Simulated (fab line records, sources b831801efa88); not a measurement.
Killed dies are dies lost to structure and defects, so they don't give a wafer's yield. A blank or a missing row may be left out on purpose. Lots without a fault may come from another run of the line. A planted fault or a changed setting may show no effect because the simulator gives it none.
A struck lot beside a sound one | flow sky130 | 32 steps out of a route of 708
Sound: wafers L794.2, L794.3, L794.4. Struck: wafers L814.4, L814.5, L814.6. The cause comes at the end.
At each step with rows: each side's tool, then ch and its chambers, then its first start. Under that, the readings that differ: sound wafers | struck wafers | difference of the means | sigmas: that difference in standard deviations of wafers without a fault.
alike: readings whose means differ by less than 2 such deviations, and words and numbers that are the same on both sides. not compared: withheld readings, readings that some wafer has no value for, bounds like >300 that may hide the same value, and numbers for which the record gives no deviation and whose values overlap.
The two part at a step that has a row with sigmas, a row that says differs or no value, or rows on one side only. Numbers that don't overlap but have no deviation are shown without sigmas and don't part them. A reading that every wafer of one side lacks parts them only if that side has two wafers or more.

SKY_FIELD_ISO_BOW_MEAS_00:
  sound on film_metro-04, day 1 15:01; struck on film_metro-03, day 5 19:04
  alike: INCOMING_BOW
SKY_FIELD_ISO_OXIDATION_01: stabilise 600 s, purge 300 s, target thk 12 nm.
  sound on furnace-02 ch 0, day 1 18:06; struck on furnace-02 ch 0, day 5 20:07
  alike: ox_temp_c, ox_temp_c_max, spike_tc_upper_C, zone_power_top_pct
SKY_FIELD_ISO_THK_MEAS_02:
  sound on film_metro-01, day 1 19:37; struck on film_metro-04, day 5 21:40
  alike: FIELD_ISO_OXIDATION_00_THK
then, 1 step without rows for these wafers: SKY_FIELD_ISO_CVD_03 (deposits Si3N4 from DCS/NH3, target thk 165 nm, time 2830 s).
SKY_FIELD_ISO_THK_MEAS_04:
  sound on film_metro-01, day 1 22:44; struck on film_metro-03, day 5 23:31
  alike: FIELD_ISO_CVD_03_THK
then, 8 steps without rows for these wafers: SKY_FIELD_ISO_DEHYDRATE_05 (time 60 s); SKY_FIELD_ISO_HMDS_06 (prime time 60 s); SKY_FIELD_ISO_COAT_07 (resist thk 60 nm); SKY_FIELD_ISO_COAT_08 (resist thk 450 nm); SKY_FIELD_ISO_SOFTBAKE_09 (time 90 s); SKY_FIELD_ISO_EXPOSE_10 (exposes mask FOM, target cd 150 nm); SKY_FIELD_ISO_PEB_11; SKY_FIELD_ISO_DEVELOP_12 (develop time 60 s).
SKY_FIELD_ISO_CD_MEAS_13: target cd 150 nm.
  sound on cd_sem-01, day 2 12:45; struck on cd_sem-01, day 6 17:50
  reading    | sound             | struck            | difference | sigmas
  cd_nm (nm) | 149.0 148.2 149.3 | 151.8 153.3 152.2 | +3.6       | +3
SKY_FIELD_ISO_ETCH_14: etches BARC in N2/H2, stops on SiO2, time 45.9 s, target depth 60 nm.
  sound on rie_diel-04 ch 0,2,3, day 2 12:51; struck on rie_diel-03 ch 0,3, day 6 17:53
  alike: drypump_motor_current_A, h2_flow_sccm, n2_flow_sccm, oes_product_au, rf_fwd_power_W, throttle_valve_pct
  not compared: rf_hours_counter_h
SKY_FIELD_ISO_ETCH_15: etches the open film in CHF3/O2, stops on Si, target depth 180 nm, time 72 s.
  sound on rie_diel-04 ch 0,2,3, day 2 12:53; struck on rie_diel-03 ch 0,3, day 6 17:56
  alike: drypump_motor_current_A, oes_product_au, rf_fwd_power_W, throttle_valve_pct
  not compared: rf_hours_counter_h
SKY_FIELD_ISO_STRIP_16: strips in O2/N2.
  sound on plasma_asher-01 ch 0,1, day 2 12:57; struck on plasma_asher-03 ch 0,1, day 6 18:01
  alike: drypump_motor_current_A, n2_flow_sccm, o2_flow_sccm, oes_product_au, strip_time_to_endpoint_s
  not compared: rf_hours_counter_h
SKY_FIELD_ISO_ETCH_17: etches Si in HBr/Cl2/O2, target depth 342 nm, time 97.7 s.
  sound on rie_si-02 ch 0,1, day 2 13:03; struck on rie_si-01 ch 0,3, day 6 18:05
  alike: drypump_motor_current_A, oes_product_au, rf_fwd_power_W, throttle_valve_pct
  not compared: rf_hours_counter_h
then, 5 steps without rows for these wafers: SKY_FIELD_ISO_WET_ETCH_18 (etches Si3N4 in H3PO4, target depth 25 nm, time 286 s); SKY_FIELD_ISO_CLEAN_19 (cleans in SC1/SC2, time 150 s); SKY_FIELD_ISO_CLEAN_20 (cleans in dHF, time 20 s); SKY_FIELD_ISO_WET_ETCH_21 (etches SiO2 in dHF, target depth 20 nm, time 400 s); SKY_FIELD_ISO_OXIDATION_22 (stabilise 600 s, purge 300 s, target thk 10 nm).
SKY_FIELD_ISO_THK_MEAS_23:
  sound on film_metro-01, day 2 15:32; struck on film_metro-03, day 6 20:15
  alike: FIELD_ISO_OXIDATION_01_THK
then, 1 step without rows for these wafers: SKY_FIELD_ISO_CVD_24 (deposits SiO2, target thk 595 nm, time 99.2 s).
SKY_FIELD_ISO_THK_MEAS_25:
  sound on film_metro-03, day 2 15:40; struck on film_metro-01, day 6 20:25
  alike: FIELD_ISO_CVD_24_THK
then, 1 step without rows for these wafers: SKY_FIELD_ISO_ANNEAL_26 (time 1800 s).
SKY_FIELD_ISO_CMP_27: polishes, stops on Si3N4, t overpolish 16 s, target thk 457.8 nm.
  sound on cmp-01 ch 0,2,3, day 2 18:13; struck on cmp-02 ch 0,1, day 6 23:36
  alike: head_pressure_psi, motor_current_A, overpolish_run_s, time_to_endpoint_s
then, 3 steps without rows for these wafers: SKY_FIELD_ISO_WET_ETCH_28 (etches SiO2 in dHF, target depth 23.7 nm, time 47 s); SKY_FIELD_ISO_WET_ETCH_29 (etches Si3N4 in H3PO4, target depth 160 nm, time 1825 s); SKY_FIELD_ISO_WET_ETCH_30 (etches SiO2 in dHF, target depth 25 nm, time 50 s).
-- the record jumps here: 43 days lie between the struck wafers' starts before and after (it left off in module FIELD_ISO and takes up again in module PAD_OPEN, whose first step shown is number 708 of the route) --
SKY_PAD_OPEN_PROBE_99:
  sound on prober-01, day 45 15:17; struck on prober-02, day 50 05:13
  reading                                       | sound                | struck               | difference | sigmas
  model.etest.diode_nwell_sub.leak_log10_a_cm2  | -7.387 -7.342 -7.46  | -7.266 -7.051 -6.941 | +0.310     |
  model.etest.diode_dnwell_sub.leak_log10_a_cm2 | -7.444 -7.429 -7.528 | -7.147 -6.998 -7.245 | +0.337     |
  alike: killed_at_M0_to_M3, killed_at_M4_up, killed_at_contacts, killed_at_front_end, killed_at_other, killed_dies, killed_open, killed_short
  not compared: model.etest.diode_pwell_dnwell.leak_log10_a_cm2

WHERE THEY PART
Only at SKY_FIELD_ISO_CD_MEAS_13, within this record. Later steps at which nothing parts them and some readings are alike: SKY_FIELD_ISO_ETCH_14, SKY_FIELD_ISO_ETCH_15, SKY_FIELD_ISO_STRIP_16, SKY_FIELD_ISO_ETCH_17, SKY_FIELD_ISO_THK_MEAS_23, SKY_FIELD_ISO_THK_MEAS_25, SKY_FIELD_ISO_CMP_27, SKY_PAD_OPEN_PROBE_99.

WHY: what the simulator had put in
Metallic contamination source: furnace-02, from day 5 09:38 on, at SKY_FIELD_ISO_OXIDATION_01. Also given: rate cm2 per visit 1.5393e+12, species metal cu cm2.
